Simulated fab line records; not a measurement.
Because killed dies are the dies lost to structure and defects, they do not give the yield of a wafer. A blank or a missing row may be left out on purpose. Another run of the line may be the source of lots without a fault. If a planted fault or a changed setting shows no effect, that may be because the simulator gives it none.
The tool behind it: which one? || flow gf180mcu || Sampling: 24 lots, 72 wafers, 5 of 602 route steps

## WHAT THE GAUGES SHOWED, per wafer
GF_CONTACT_BOW_MEAS_05.
{"lot": "L074", "measured": "day 14 22:55", "on": "film_metro-02", "CONTACT_BOW (um)": "68 64 75"}
{"lot": "L075", "measured": "day 15 08:26", "on": "film_metro-01", "CONTACT_BOW (um)": "56 69 60"}
{"lot": "L076", "measured": "day 15 18:22", "on": "film_metro-01", "CONTACT_BOW (um)": "71 57 66"}
{"lot": "L077", "measured": "day 16 06:25", "on": "film_metro-03", "CONTACT_BOW (um)": "68 67 79"}
{"lot": "L078", "measured": "day 16 15:32", "on": "film_metro-03", "CONTACT_BOW (um)": "63 58 48"}
{"lot": "L079", "measured": "day 17 06:36", "on": "film_metro-03", "CONTACT_BOW (um)": "60 55 83"}
{"lot": "L080", "measured": "day 17 14:59", "on": "film_metro-01", "CONTACT_BOW (um)": "63 60 58"}
{"lot": "L081", "measured": "day 17 22:31", "on": "film_metro-01", "CONTACT_BOW (um)": "64 73 70"}
{"lot": "L082", "measured": "day 18 14:53", "on": "film_metro-03", "CONTACT_BOW (um)": "76 73 57"}
{"lot": "L083", "measured": "day 18 23:13", "on": "film_metro-02", "CONTACT_BOW (um)": "64 67 56"}
{"lot": "L084", "measured": "day 19 00:28", "on": "film_metro-02", "CONTACT_BOW (um)": "69 68 57"}
{"lot": "L085", "measured": "day 19 04:58", "on": "film_metro-01", "CONTACT_BOW (um)": "71 63 64"}
{"lot": "L086", "measured": "day 19 13:26", "on": "film_metro-01", "CONTACT_BOW (um)": "63 63 56"}
{"lot": "L087", "measured": "day 19 22:44", "on": "film_metro-01", "CONTACT_BOW (um)": "63 63 62"}
{"lot": "L088", "measured": "day 20 12:03", "on": "film_metro-01", "CONTACT_BOW (um)": "70 65 67"}
{"lot": "L089", "measured": "day 20 16:47", "on": "film_metro-03", "CONTACT_BOW (um)": "67 62 68"}
{"lot": "L090", "measured": "day 20 22:58", "on": "film_metro-01", "CONTACT_BOW (um)": "56 73 58"}
{"lot": "L091", "measured": "day 21 06:05", "on": "film_metro-02", "CONTACT_BOW (um)": "63 68 62"}
{"lot": "L092", "measured": "day 21 15:52", "on": "film_metro-03", "CONTACT_BOW (um)": "71 66 68"}
{"lot": "L093", "measured": "day 22 00:14", "on": "film_metro-03", "CONTACT_BOW (um)": "60 67 66"}
{"lot": "L094", "measured": "day 22 05:59", "on": "film_metro-01", "CONTACT_BOW (um)": "59 66 68"}
{"lot": "L095", "measured": "day 22 22:47", "on": "film_metro-03", "CONTACT_BOW (um)": "72 63 65"}
{"lot": "L096", "measured": "day 23 03:59", "on": "film_metro-03", "CONTACT_BOW (um)": "56 50 59"}
{"lot": "L097", "measured": "day 23 08:54", "on": "film_metro-02", "CONTACT_BOW (um)": "63 65 67"}

GF_M1_CD_MEAS_14: the cd target is 230 nm.
{"lot": "L074", "measured": "day 16 20:30", "on": "cd_sem-02", "cd_nm (nm)": "227.8 228.2 229.3"}
{"lot": "L075", "measured": "day 17 06:53", "on": "cd_sem-01", "cd_nm (nm)": "230.9 231.5 231.0"}
{"lot": "L076", "measured": "day 17 16:23", "on": "cd_sem-02", "cd_nm (nm)": "229.2 230.5 230.1"}
{"lot": "L077", "measured": "day 18 06:36", "on": "cd_sem-02", "cd_nm (nm)": "230.4 229.1 229.3"}
{"lot": "L078", "measured": "day 18 16:22", "on": "cd_sem-01", "cd_nm (nm)": "229.4 230.6 231.6"}
{"lot": "L079", "measured": "day 19 07:29", "on": "cd_sem-02", "cd_nm (nm)": "230.7 229.4 228.9"}
{"lot": "L080", "measured": "day 19 17:30", "on": "cd_sem-01", "cd_nm (nm)": "229.5 231.1 230.4"}
{"lot": "L081", "measured": "day 20 00:47", "on": "cd_sem-02", "cd_nm (nm)": "230.0 230.3 230.0"}
{"lot": "L082", "measured": "day 20 17:25", "on": "cd_sem-02", "cd_nm (nm)": "232.7 231.3 230.6"}
{"lot": "L083", "measured": "day 21 01:16", "on": "cd_sem-01", "cd_nm (nm)": "228.7 227.4 228.2"}
{"lot": "L084", "measured": "day 21 02:10", "on": "cd_sem-02", "cd_nm (nm)": "229.0 229.4 228.7"}
{"lot": "L085", "measured": "day 21 08:33", "on": "cd_sem-02", "cd_nm (nm)": "230.5 230.6 229.7"}
{"lot": "L086", "measured": "day 21 15:02", "on": "cd_sem-01", "cd_nm (nm)": "229.2 229.4 230.2"}
{"lot": "L087", "measured": "day 22 00:22", "on": "cd_sem-02", "cd_nm (nm)": "231.1 231.5 231.2"}
{"lot": "L088", "measured": "day 22 13:06", "on": "cd_sem-02", "cd_nm (nm)": "228.6 228.4 228.1"}
{"lot": "L089", "measured": "day 22 18:15", "on": "cd_sem-02", "cd_nm (nm)": "230.8 231.1 229.8"}
{"lot": "L090", "measured": "day 23 00:50", "on": "cd_sem-02", "cd_nm (nm)": "232.0 231.2 230.5"}
{"lot": "L091", "measured": "day 23 06:35", "on": "cd_sem-02", "cd_nm (nm)": "229.8 229.5 230.8"}
{"lot": "L092", "measured": "day 23 15:37", "on": "cd_sem-02", "cd_nm (nm)": "230.4 231.4 229.9"}
{"lot": "L093", "measured": "day 24 01:11", "on": "cd_sem-02", "cd_nm (nm)": "228.7 229.0 228.9"}
{"lot": "L094", "measured": "day 24 05:58", "on": "cd_sem-02", "cd_nm (nm)": "230.8 230.6 230.1"}
{"lot": "L095", "measured": "day 25 02:04", "on": "cd_sem-02", "cd_nm (nm)": "232.0 232.6 231.9"}
{"lot": "L096", "measured": "day 25 02:13", "on": "cd_sem-02", "cd_nm (nm)": "230.0 229.9 229.3"}
{"lot": "L097", "measured": "day 25 07:09", "on": "cd_sem-02", "cd_nm (nm)": "230.6 229.9 231.2"}

## TOOL THAT RAN EACH LOT (tool first, then ch and the chambers of the sampled wafers, then the start)
{"lot": "L074", "GF_HV_LDD_ETCHBACK_58": "rie_diel-03 ch 1,2, day 12 07:47", "GF_SALICIDE_RTA_06": "rtp_anneal-01 ch 0, day 14 22:00", "GF_M1_SPUTTER_00": "pvd_sputter-01, day 15 22:00"}
{"lot": "L075", "GF_HV_LDD_ETCHBACK_58": "rie_diel-02 ch 0,3, day 12 16:03", "GF_SALICIDE_RTA_06": "rtp_anneal-02 ch 0, day 15 07:36", "GF_M1_SPUTTER_00": "pvd_sputter-01, day 16 07:45"}
{"lot": "L076", "GF_HV_LDD_ETCHBACK_58": "rie_diel-02 ch 1,3, day 13 01:00", "GF_SALICIDE_RTA_06": "rtp_anneal-02 ch 0, day 15 17:32", "GF_M1_SPUTTER_00": "pvd_sputter-02, day 16 17:31"}
{"lot": "L077", "GF_HV_LDD_ETCHBACK_58": "rie_diel-01 ch 0,2,3, day 13 12:17", "GF_SALICIDE_RTA_06": "rtp_anneal-02 ch 0, day 16 05:36", "GF_M1_SPUTTER_00": "pvd_sputter-01, day 17 06:37"}
{"lot": "L078", "GF_HV_LDD_ETCHBACK_58": "rie_diel-02 ch 0,2, day 13 21:43", "GF_SALICIDE_RTA_06": "rtp_anneal-01 ch 0, day 16 14:43", "GF_M1_SPUTTER_00": "pvd_sputter-03, day 17 16:23"}
{"lot": "L079", "GF_HV_LDD_ETCHBACK_58": "rie_diel-03 ch 1,3, day 14 10:32", "GF_SALICIDE_RTA_06": "rtp_anneal-01 ch 0, day 17 05:46", "GF_M1_SPUTTER_00": "pvd_sputter-03, day 18 07:13"}
{"lot": "L080", "GF_HV_LDD_ETCHBACK_58": "rie_diel-03 ch 0,2,3, day 14 18:03", "GF_SALICIDE_RTA_06": "rtp_anneal-02 ch 0, day 17 14:10", "GF_M1_SPUTTER_00": "pvd_sputter-01, day 18 16:42"}
{"lot": "L081", "GF_HV_LDD_ETCHBACK_58": "rie_diel-01 ch 0,1,3, day 14 23:37", "GF_SALICIDE_RTA_06": "rtp_anneal-01 ch 0, day 17 21:41", "GF_M1_SPUTTER_00": "pvd_sputter-03, day 19 00:16"}
{"lot": "L082", "GF_HV_LDD_ETCHBACK_58": "rie_diel-01 ch 0,1,3, day 15 15:02", "GF_SALICIDE_RTA_06": "rtp_anneal-02 ch 0, day 18 14:04", "GF_M1_SPUTTER_00": "pvd_sputter-01, day 19 16:39"}
{"lot": "L083", "GF_HV_LDD_ETCHBACK_58": "rie_diel-01 ch 1,2, day 15 23:29", "GF_SALICIDE_RTA_06": "rtp_anneal-02 ch 0, day 18 22:23", "GF_M1_SPUTTER_00": "pvd_sputter-01, day 20 01:21"}
{"lot": "L084", "GF_HV_LDD_ETCHBACK_58": "rie_diel-01 ch 1,2,3, day 16 01:14", "GF_SALICIDE_RTA_06": "rtp_anneal-02 ch 0, day 18 23:38", "GF_M1_SPUTTER_00": "pvd_sputter-02, day 20 01:42"}
{"lot": "L085", "GF_HV_LDD_ETCHBACK_58": "rie_diel-01 ch 1,2,3, day 16 04:26", "GF_SALICIDE_RTA_06": "rtp_anneal-01 ch 0, day 19 04:08", "GF_M1_SPUTTER_00": "pvd_sputter-03, day 20 07:16"}
{"lot": "L086", "GF_HV_LDD_ETCHBACK_58": "rie_diel-01 ch 1,3, day 16 12:38", "GF_SALICIDE_RTA_06": "rtp_anneal-02 ch 0, day 19 12:37", "GF_M1_SPUTTER_00": "pvd_sputter-02, day 20 14:52"}
{"lot": "L087", "GF_HV_LDD_ETCHBACK_58": "rie_diel-01 ch 1,2, day 16 20:23", "GF_SALICIDE_RTA_06": "rtp_anneal-02 ch 0, day 19 21:54", "GF_M1_SPUTTER_00": "pvd_sputter-01, day 21 00:08"}
{"lot": "L088", "GF_HV_LDD_ETCHBACK_58": "rie_diel-01 ch 1,2, day 17 07:46", "GF_SALICIDE_RTA_06": "rtp_anneal-02 ch 0, day 20 10:56", "GF_M1_SPUTTER_00": "pvd_sputter-01, day 21 12:58"}
{"lot": "L089", "GF_HV_LDD_ETCHBACK_58": "rie_diel-03 ch 0,2, day 17 13:55", "GF_SALICIDE_RTA_06": "rtp_anneal-02 ch 0, day 20 15:58", "GF_M1_SPUTTER_00": "pvd_sputter-01, day 21 18:24"}
{"lot": "L090", "GF_HV_LDD_ETCHBACK_58": "rie_diel-02 ch 0,1, day 17 19:47", "GF_SALICIDE_RTA_06": "rtp_anneal-02 ch 0, day 20 22:08", "GF_M1_SPUTTER_00": "pvd_sputter-01, day 22 00:11"}
{"lot": "L091", "GF_HV_LDD_ETCHBACK_58": "rie_diel-02 ch 1,2,3, day 18 02:40", "GF_SALICIDE_RTA_06": "rtp_anneal-01 ch 0, day 21 05:16", "GF_M1_SPUTTER_00": "pvd_sputter-02, day 22 07:27"}
{"lot": "L092", "GF_HV_LDD_ETCHBACK_58": "rie_diel-03 ch 0,1,3, day 18 13:39", "GF_SALICIDE_RTA_06": "rtp_anneal-02 ch 0, day 21 15:02", "GF_M1_SPUTTER_00": "pvd_sputter-02, day 22 16:40"}
{"lot": "L093", "GF_HV_LDD_ETCHBACK_58": "rie_diel-01 ch 0,1,3, day 18 21:05", "GF_SALICIDE_RTA_06": "rtp_anneal-02 ch 0, day 21 23:24", "GF_M1_SPUTTER_00": "pvd_sputter-01, day 23 02:08"}
{"lot": "L094", "GF_HV_LDD_ETCHBACK_58": "rie_diel-02 ch 0,1,2, day 19 03:32", "GF_SALICIDE_RTA_06": "rtp_anneal-01 ch 0, day 22 05:09", "GF_M1_SPUTTER_00": "pvd_sputter-03, day 23 06:31"}
{"lot": "L095", "GF_HV_LDD_ETCHBACK_58": "rie_diel-02 ch 1,2, day 19 20:17", "GF_SALICIDE_RTA_06": "rtp_anneal-01 ch 0, day 22 21:58", "GF_M1_SPUTTER_00": "pvd_sputter-03, day 23 22:59"}
{"lot": "L096", "GF_HV_LDD_ETCHBACK_58": "rie_diel-03 ch 0,1, day 20 03:02", "GF_SALICIDE_RTA_06": "rtp_anneal-02 ch 0, day 23 03:09", "GF_M1_SPUTTER_00": "pvd_sputter-01, day 24 03:39"}
{"lot": "L097", "GF_HV_LDD_ETCHBACK_58": "rie_diel-03 ch 1,2,3, day 20 08:03", "GF_SALICIDE_RTA_06": "rtp_anneal-01 ch 0, day 23 08:04", "GF_M1_SPUTTER_00": "pvd_sputter-03, day 24 09:12"}
- GF_HV_LDD_ETCHBACK_58: etches Si3N4 in CH3F/O2, stops on SiO2, time 100 s, target depth 90 nm.
- GF_SALICIDE_RTA_06: time 30 s.
- GF_M1_SPUTTER_00: material Ti, target thk 37.5 nm, time 150 s.

## AS READ BY THE TOOLS THEMSELVES (means over the sampled wafers that have a number; for cases with no such wafer, the mark the record gives instead)
GF_HV_LDD_ETCHBACK_58.
{"lot": "L074", "tool": "rie_diel-03", "drypump_motor_current_A (A)": 6.3, "oes_product_au (a.u.)": 0.838, "throttle_valve_pct (%)": 10.560}
{"lot": "L075", "tool": "rie_diel-02", "drypump_motor_current_A (A)": 5.3, "oes_product_au (a.u.)": 0.835, "throttle_valve_pct (%)": 10.561}
{"lot": "L076", "tool": "rie_diel-02", "drypump_motor_current_A (A)": 5.5, "oes_product_au (a.u.)": 0.843, "throttle_valve_pct (%)": 10.555}
{"lot": "L077", "tool": "rie_diel-01", "drypump_motor_current_A (A)": 6.2, "oes_product_au (a.u.)": 0.851, "throttle_valve_pct (%)": 10.560}
{"lot": "L078", "tool": "rie_diel-02", "drypump_motor_current_A (A)": 5.5, "oes_product_au (a.u.)": 0.841, "throttle_valve_pct (%)": 10.558}
{"lot": "L079", "tool": "rie_diel-03", "drypump_motor_current_A (A)": 6.4, "oes_product_au (a.u.)": 0.844, "throttle_valve_pct (%)": 10.556}
{"lot": "L080", "tool": "rie_diel-03", "drypump_motor_current_A (A)": 5.9, "oes_product_au (a.u.)": 0.839, "throttle_valve_pct (%)": 10.547}
{"lot": "L081", "tool": "rie_diel-01", "drypump_motor_current_A (A)": 5.7, "oes_product_au (a.u.)": 0.848, "throttle_valve_pct (%)": 10.552}
{"lot": "L082", "tool": "rie_diel-01", "drypump_motor_current_A (A)": 5.7, "oes_product_au (a.u.)": 0.846, "throttle_valve_pct (%)": 10.561}
{"lot": "L083", "tool": "rie_diel-01", "drypump_motor_current_A (A)": 5.8, "oes_product_au (a.u.)": 0.835, "throttle_valve_pct (%)": 10.571}
{"lot": "L084", "tool": "rie_diel-01", "drypump_motor_current_A (A)": 5.7, "oes_product_au (a.u.)": 0.847, "throttle_valve_pct (%)": 10.558}
{"lot": "L085", "tool": "rie_diel-01", "drypump_motor_current_A (A)": 5.7, "oes_product_au (a.u.)": 0.841, "throttle_valve_pct (%)": 10.553}
{"lot": "L086", "tool": "rie_diel-01", "drypump_motor_current_A (A)": 5.2, "oes_product_au (a.u.)": 0.839, "throttle_valve_pct (%)": 10.564}
{"lot": "L087", "tool": "rie_diel-01", "drypump_motor_current_A (A)": 5.3, "oes_product_au (a.u.)": 0.836, "throttle_valve_pct (%)": 10.560}
{"lot": "L088", "tool": "rie_diel-01", "drypump_motor_current_A (A)": 5.7, "oes_product_au (a.u.)": 0.850, "throttle_valve_pct (%)": 10.570}
{"lot": "L089", "tool": "rie_diel-03", "drypump_motor_current_A (A)": 5.9, "oes_product_au (a.u.)": 0.837, "throttle_valve_pct (%)": 10.555}
{"lot": "L090", "tool": "rie_diel-02", "drypump_motor_current_A (A)": 6.0, "oes_product_au (a.u.)": 0.845, "throttle_valve_pct (%)": 10.560}
{"lot": "L091", "tool": "rie_diel-02", "drypump_motor_current_A (A)": 5.6, "oes_product_au (a.u.)": 0.840, "throttle_valve_pct (%)": 10.560}
{"lot": "L092", "tool": "rie_diel-03", "drypump_motor_current_A (A)": 6.0, "oes_product_au (a.u.)": 0.837, "throttle_valve_pct (%)": 10.559}
{"lot": "L093", "tool": "rie_diel-01", "drypump_motor_current_A (A)": 5.7, "oes_product_au (a.u.)": 0.841, "throttle_valve_pct (%)": 10.564}
{"lot": "L094", "tool": "rie_diel-02", "drypump_motor_current_A (A)": 5.7, "oes_product_au (a.u.)": 0.830, "throttle_valve_pct (%)": 10.566}
{"lot": "L095", "tool": "rie_diel-02", "drypump_motor_current_A (A)": 5.6, "oes_product_au (a.u.)": 0.839, "throttle_valve_pct (%)": 10.554}
{"lot": "L096", "tool": "rie_diel-03", "drypump_motor_current_A (A)": 5.8, "oes_product_au (a.u.)": 0.845, "throttle_valve_pct (%)": 10.559}
{"lot": "L097", "tool": "rie_diel-03", "drypump_motor_current_A (A)": 6.3, "oes_product_au (a.u.)": 0.847, "throttle_valve_pct (%)": 10.561}

GF_SALICIDE_RTA_06.
{"lot": "L074", "tool": "rtp_anneal-01", "anneal_temp_c_max": 534.3, "chamber_o2_ppm": 2.021, "lamp_power_pct (%)": 5.9, "wafer_temp_C_max": 533.2}
{"lot": "L075", "tool": "rtp_anneal-02", "anneal_temp_c_max": 531.5, "chamber_o2_ppm": 1.988, "lamp_power_pct (%)": 7.0, "wafer_temp_C_max": 533.0}
{"lot": "L076", "tool": "rtp_anneal-02", "anneal_temp_c_max": 532.0, "chamber_o2_ppm": 1.992, "lamp_power_pct (%)": 7.0, "wafer_temp_C_max": 532.9}
{"lot": "L077", "tool": "rtp_anneal-02", "anneal_temp_c_max": 531.4, "chamber_o2_ppm": 1.995, "lamp_power_pct (%)": 7.0, "wafer_temp_C_max": 532.5}
{"lot": "L078", "tool": "rtp_anneal-01", "anneal_temp_c_max": 533.6, "chamber_o2_ppm": 1.991, "lamp_power_pct (%)": 5.9, "wafer_temp_C_max": 532.8}
{"lot": "L079", "tool": "rtp_anneal-01", "anneal_temp_c_max": 534.3, "chamber_o2_ppm": 1.983, "lamp_power_pct (%)": 5.9, "wafer_temp_C_max": 532.9}
{"lot": "L080", "tool": "rtp_anneal-02", "anneal_temp_c_max": 531.6, "chamber_o2_ppm": 1.980, "lamp_power_pct (%)": 7.0, "wafer_temp_C_max": 533.5}
{"lot": "L081", "tool": "rtp_anneal-01", "anneal_temp_c_max": 533.5, "chamber_o2_ppm": 2.037, "lamp_power_pct (%)": 5.9, "wafer_temp_C_max": 534.0}
{"lot": "L082", "tool": "rtp_anneal-02", "anneal_temp_c_max": 532.3, "chamber_o2_ppm": 1.986, "lamp_power_pct (%)": 7.0, "wafer_temp_C_max": 532.7}
{"lot": "L083", "tool": "rtp_anneal-02", "anneal_temp_c_max": 531.9, "chamber_o2_ppm": 2.005, "lamp_power_pct (%)": 7.0, "wafer_temp_C_max": 533.2}
{"lot": "L084", "tool": "rtp_anneal-02", "anneal_temp_c_max": 532.0, "chamber_o2_ppm": 1.991, "lamp_power_pct (%)": 7.0, "wafer_temp_C_max": 532.6}
{"lot": "L085", "tool": "rtp_anneal-01", "anneal_temp_c_max": 534.1, "chamber_o2_ppm": 1.996, "lamp_power_pct (%)": 5.9, "wafer_temp_C_max": 533.5}
{"lot": "L086", "tool": "rtp_anneal-02", "anneal_temp_c_max": 532.0, "chamber_o2_ppm": 1.998, "lamp_power_pct (%)": 7.0, "wafer_temp_C_max": 533.7}
{"lot": "L087", "tool": "rtp_anneal-02", "anneal_temp_c_max": 532.0, "chamber_o2_ppm": 2.001, "lamp_power_pct (%)": 7.0, "wafer_temp_C_max": 533.0}
{"lot": "L088", "tool": "rtp_anneal-02", "anneal_temp_c_max": 531.2, "chamber_o2_ppm": 2.004, "lamp_power_pct (%)": 7.0, "wafer_temp_C_max": 532.7}
{"lot": "L089", "tool": "rtp_anneal-02", "anneal_temp_c_max": 531.8, "chamber_o2_ppm": 1.988, "lamp_power_pct (%)": 7.0, "wafer_temp_C_max": 533.0}
{"lot": "L090", "tool": "rtp_anneal-02", "anneal_temp_c_max": 531.7, "chamber_o2_ppm": 1.982, "lamp_power_pct (%)": 7.0, "wafer_temp_C_max": 532.3}
{"lot": "L091", "tool": "rtp_anneal-01", "anneal_temp_c_max": 534.7, "chamber_o2_ppm": 1.999, "lamp_power_pct (%)": 5.9, "wafer_temp_C_max": 533.3}
{"lot": "L092", "tool": "rtp_anneal-02", "anneal_temp_c_max": 531.4, "chamber_o2_ppm": 1.979, "lamp_power_pct (%)": 7.0, "wafer_temp_C_max": 533.6}
{"lot": "L093", "tool": "rtp_anneal-02", "anneal_temp_c_max": 531.7, "chamber_o2_ppm": 2.003, "lamp_power_pct (%)": 7.0, "wafer_temp_C_max": 532.6}
{"lot": "L094", "tool": "rtp_anneal-01", "anneal_temp_c_max": 534.5, "chamber_o2_ppm": 2.006, "lamp_power_pct (%)": 5.9, "wafer_temp_C_max": 533.4}
{"lot": "L095", "tool": "rtp_anneal-01", "anneal_temp_c_max": 533.8, "chamber_o2_ppm": 1.995, "lamp_power_pct (%)": 5.9, "wafer_temp_C_max": 533.4}
{"lot": "L096", "tool": "rtp_anneal-02", "anneal_temp_c_max": 532.0, "chamber_o2_ppm": 1.966, "lamp_power_pct (%)": 7.0, "wafer_temp_C_max": 533.2}
{"lot": "L097", "tool": "rtp_anneal-01", "anneal_temp_c_max": 534.0, "chamber_o2_ppm": 2.007, "lamp_power_pct (%)": 5.9, "wafer_temp_C_max": 533.3}

GF_M1_SPUTTER_00.
{"lot": "L074", "tool": "pvd_sputter-01", "throttle_valve_pct (%)": 29.9}
{"lot": "L075", "tool": "pvd_sputter-01", "throttle_valve_pct (%)": 30.5}
{"lot": "L076", "tool": "pvd_sputter-02", "throttle_valve_pct (%)": 29.9}
{"lot": "L077", "tool": "pvd_sputter-01", "throttle_valve_pct (%)": 29.7}
{"lot": "L078", "tool": "pvd_sputter-03", "throttle_valve_pct (%)": 30.2}
{"lot": "L079", "tool": "pvd_sputter-03", "throttle_valve_pct (%)": 29.9}
{"lot": "L080", "tool": "pvd_sputter-01", "throttle_valve_pct (%)": 31.0}
{"lot": "L081", "tool": "pvd_sputter-03", "throttle_valve_pct (%)": 29.9}
{"lot": "L082", "tool": "pvd_sputter-01", "throttle_valve_pct (%)": 29.8}
{"lot": "L083", "tool": "pvd_sputter-01", "throttle_valve_pct (%)": 30.5}
{"lot": "L084", "tool": "pvd_sputter-02", "throttle_valve_pct (%)": 30.6}
{"lot": "L085", "tool": "pvd_sputter-03", "throttle_valve_pct (%)": 30.3}
{"lot": "L086", "tool": "pvd_sputter-02", "throttle_valve_pct (%)": 31.3}
{"lot": "L087", "tool": "pvd_sputter-01", "throttle_valve_pct (%)": 30.6}
{"lot": "L088", "tool": "pvd_sputter-01", "throttle_valve_pct (%)": 30.1}
{"lot": "L089", "tool": "pvd_sputter-01", "throttle_valve_pct (%)": 30.9}
{"lot": "L090", "tool": "pvd_sputter-01", "throttle_valve_pct (%)": 30.4}
{"lot": "L091", "tool": "pvd_sputter-02", "throttle_valve_pct (%)": 31.1}
{"lot": "L092", "tool": "pvd_sputter-02", "throttle_valve_pct (%)": 29.7}
{"lot": "L093", "tool": "pvd_sputter-01", "throttle_valve_pct (%)": 30.5}
{"lot": "L094", "tool": "pvd_sputter-03", "throttle_valve_pct (%)": 29.3}
{"lot": "L095", "tool": "pvd_sputter-03", "throttle_valve_pct (%)": 30.2}
{"lot": "L096", "tool": "pvd_sputter-01", "throttle_valve_pct (%)": 30.2}
{"lot": "L097", "tool": "pvd_sputter-03", "throttle_valve_pct (%)": 29.8}

## THE ANSWER, worked out from the rows above alone
Rule: the usual values come from the lots themselves. Put in order of their means at a reading, lots are off if they are a third of the lots or fewer, leave a main group of 4 or more, and stand apart from it by a gap of 3 or more times the standard deviation of the main group's means; of several such gaps the widest counts. A main group whose means are all the same, to the digits that the tables above print for the reading, isn't used. A lot without any number at a reading at which 4 lots or more have one is off too. All remaining lots with rows at the step are treated as sound. First the gauges in route order, then the tools' own readings, where a lot's mean is used as printed above. The first step at which some lot is off is used, and at that step the reading that is off furthest; a lot without a number counts as furthest.
No lot is off on any of the readings shown, so nothing can be concluded from this.

## WHAT THE SIMULATOR HAD PUT IN
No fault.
